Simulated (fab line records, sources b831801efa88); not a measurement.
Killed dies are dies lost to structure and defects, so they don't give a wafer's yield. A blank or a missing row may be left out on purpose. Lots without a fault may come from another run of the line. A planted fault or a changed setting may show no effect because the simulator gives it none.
Which tool did it? | flow sky130 | 13 lots, 39 wafers sampled, at 4 steps of a route of 708

WHAT THE GAUGES READ, wafer by wafer
SKY_SONOS_TUNNEL_OVL_MEAS_08.
lot  | measured     | on         | SONOS_TUNNEL_OVL (nm)
L450 | day 11 19:14 | overlay-02 | 1.4 -0.5 -0.3
L451 | day 12 03:45 | overlay-01 | 0.2 -0.2 0.6
L452 | day 12 11:23 | overlay-02 | -0.1 -0.3 -0.8
L453 | day 12 19:40 | overlay-02 | 1.1 -0.2 0.9
L454 | day 12 22:13 | overlay-02 | -0.7 0.7 -0.2
L456 | day 13 18:02 | overlay-02 | 1.6 2.1 3.4
L457 | day 13 21:39 | overlay-02 | 0.4 0.7 0.9
L458 | day 14 02:40 | overlay-01 | -1.1 -1.6 0.8
L459 | day 14 13:35 | overlay-01 | 2.1 0.4 -0.1
L460 | day 15 00:28 | overlay-01 | -1.1 -1.7 -0.3
L461 | day 15 04:16 | overlay-01 | 2.5 0.3 0.4
L464 | day 16 12:20 | overlay-01 | 0.2 2.3 0.4
L466 | day 16 21:26 | overlay-01 | -0.2 -2.0 0.4

SKY_POLY_GATE_CD_MEAS_13: target cd 150 nm.
lot  | measured     | on        | cd_nm (nm)
L450 | day 16 20:35 | cd_sem-02 | 150.2 151.9 150.6
L451 | day 17 03:04 | cd_sem-01 | 148.3 149.3 149.3
L452 | day 17 16:32 | cd_sem-01 | 148.1 148.4 146.2
L453 | day 17 23:08 | cd_sem-02 | 151.2 150.8 151.2
L454 | day 18 08:15 | cd_sem-01 | 150.2 151.0 151.1
L456 | day 19 05:17 | cd_sem-01 | 151.4 151.1 151.5
L457 | day 19 10:04 | cd_sem-02 | 150.0 149.4 149.6
L458 | day 19 13:44 | cd_sem-01 | 149.9 150.1 149.6
L459 | day 20 02:12 | cd_sem-02 | 151.6 150.9 151.3
L460 | day 20 16:34 | cd_sem-01 | 152.4 151.1 151.1
L461 | day 20 17:50 | cd_sem-02 | 149.7 149.9 149.4
L464 | day 22 01:24 | cd_sem-01 | 149.8 148.3 148.6

WHICH TOOL RAN EACH LOT (tool, then ch and the chambers of the sampled wafers, then the start)
lot  | SKY_VT_ADJUST_NCORE_STRIP_10         | SKY_GATE_OXIDE_STRIP_13
L450 | plasma_asher-02 ch 0,1, day 8 22:56  | plasma_asher-02 ch 0,1, day 14 05:58
L451 | plasma_asher-01 ch 0,1, day 9 06:55  | plasma_asher-01 ch 0,1, day 14 14:23
L452 | plasma_asher-01 ch 1, day 9 13:45    | plasma_asher-02 ch 1, day 15 00:55
L453 | plasma_asher-02 ch 0,1, day 9 20:52  | plasma_asher-01 ch 0,1, day 15 08:35
L454 | plasma_asher-02 ch 0,1, day 10 00:02 | plasma_asher-01 ch 0,1, day 15 14:28
L456 | plasma_asher-02 ch 0,1, day 10 17:13 | plasma_asher-02 ch 0,1, day 16 12:14
L457 | plasma_asher-04 ch 0,1, day 10 20:20 | plasma_asher-04 ch 0,1, day 16 17:36
L458 | plasma_asher-01 ch 0,1, day 11 01:50 | plasma_asher-04 ch 0,1, day 16 18:35
L459 | plasma_asher-02 ch 1, day 11 10:54   | plasma_asher-04 ch 0,1, day 17 08:05
L460 | plasma_asher-01 ch 0,1, day 11 21:20 | plasma_asher-04 ch 0,1, day 17 17:58
L461 | plasma_asher-04 ch 0,1, day 12 00:26 | plasma_asher-04 ch 0,1, day 17 21:53
L464 | plasma_asher-04 ch 0,1, day 13 04:15 | plasma_asher-01 ch 0,1, day 19 06:38
L466 | plasma_asher-02 ch 0,1, day 13 13:07 | plasma_asher-01 ch 0,1, day 19 19:04
- SKY_VT_ADJUST_NCORE_STRIP_10: strips in O2/N2.
- SKY_GATE_OXIDE_STRIP_13: strips in O2/N2.

WHAT THE TOOLS THEMSELVES READ (means of the sampled wafers that have a number; where no wafer has one, the mark that the record gives instead)
SKY_VT_ADJUST_NCORE_STRIP_10.
lot  | tool            | drypump_motor_current_A (A) | oes_product_au (a.u.) | strip_time_to_endpoint_s (s)
L450 | plasma_asher-02 | 6.1                         | 0.714                 | 14.24
L451 | plasma_asher-01 | 5.6                         | 0.721                 | 14.21
L452 | plasma_asher-01 | 5.7                         | 0.715                 | 14.24
L453 | plasma_asher-02 | 6.1                         | 0.717                 | 14.18
L454 | plasma_asher-02 | 5.6                         | 0.717                 | 14.16
L456 | plasma_asher-02 | 6.1                         | 0.718                 | 14.19
L457 | plasma_asher-04 | 5.8                         | 0.709                 | 14.20
L458 | plasma_asher-01 | 5.6                         | 0.711                 | 14.18
L459 | plasma_asher-02 | 5.1                         | 0.714                 | 14.19
L460 | plasma_asher-01 | 5.6                         | 0.718                 | 14.23
L461 | plasma_asher-04 | 5.7                         | 0.719                 | 14.24
L464 | plasma_asher-04 | 5.7                         | 0.711                 | 14.25
L466 | plasma_asher-02 | 6.1                         | 0.715                 | 14.22

SKY_GATE_OXIDE_STRIP_13.
lot  | tool            | drypump_motor_current_A (A) | oes_product_au (a.u.) | strip_time_to_endpoint_s (s)
L450 | plasma_asher-02 | 6.2                         | 0.716                 | 14.20
L451 | plasma_asher-01 | 5.7                         | 0.714                 | 14.13
L452 | plasma_asher-02 | 5.1                         | 0.714                 | 14.21
L453 | plasma_asher-01 | 5.6                         | 0.712                 | 14.19
L454 | plasma_asher-01 | 5.6                         | 0.715                 | 14.25
L456 | plasma_asher-02 | 5.6                         | 0.708                 | 14.17
L457 | plasma_asher-04 | 5.7                         | 0.711                 | 14.23
L458 | plasma_asher-04 | 5.7                         | 0.714                 | 14.20
L459 | plasma_asher-04 | 5.8                         | 0.716                 | 14.22
L460 | plasma_asher-04 | 5.7                         | 0.717                 | 14.21
L461 | plasma_asher-04 | 5.7                         | 0.709                 | 14.16
L464 | plasma_asher-01 | 5.6                         | 0.712                 | 14.17
L466 | plasma_asher-01 | 5.7                         | 0.928                 | -

THE ANSWER, worked out from the rows above alone
Rule: what is usual is taken from the lots themselves. Put in order of their means at a reading, lots are off if they are a third of the lots or fewer, leave a main group of 4 or more, and stand apart from it by a gap of 3 or more times the standard deviation of the main group's means; of several such gaps the widest counts. A main group whose means are all the same, to the digits that the tables above print for the reading, isn't used. A lot without any number at a reading at which 4 lots or more have one is off too. The other lots that the step has rows for count as sound. The gauges are gone through in route order, then the tools' own readings, and for those a lot's mean is taken as printed above. The first step at which some lot is off is used, and at that step the reading that is off furthest; a lot without a number counts as furthest.
Off: L466, at SKY_GATE_OXIDE_STRIP_13 (strip_time_to_endpoint_s). Without a number there: L466. The main group: mean 14.20 s, standard deviation 0.032.
A tool fits if, at that step or a process step before it, it ran every lot that is off, and no sound lot after the first of them. Can't be told from this: 2 tools fit, plasma_asher-02 at SKY_VT_ADJUST_NCORE_STRIP_10, plasma_asher-01 at SKY_GATE_OXIDE_STRIP_13.

WHAT THE SIMULATOR HAD PUT IN
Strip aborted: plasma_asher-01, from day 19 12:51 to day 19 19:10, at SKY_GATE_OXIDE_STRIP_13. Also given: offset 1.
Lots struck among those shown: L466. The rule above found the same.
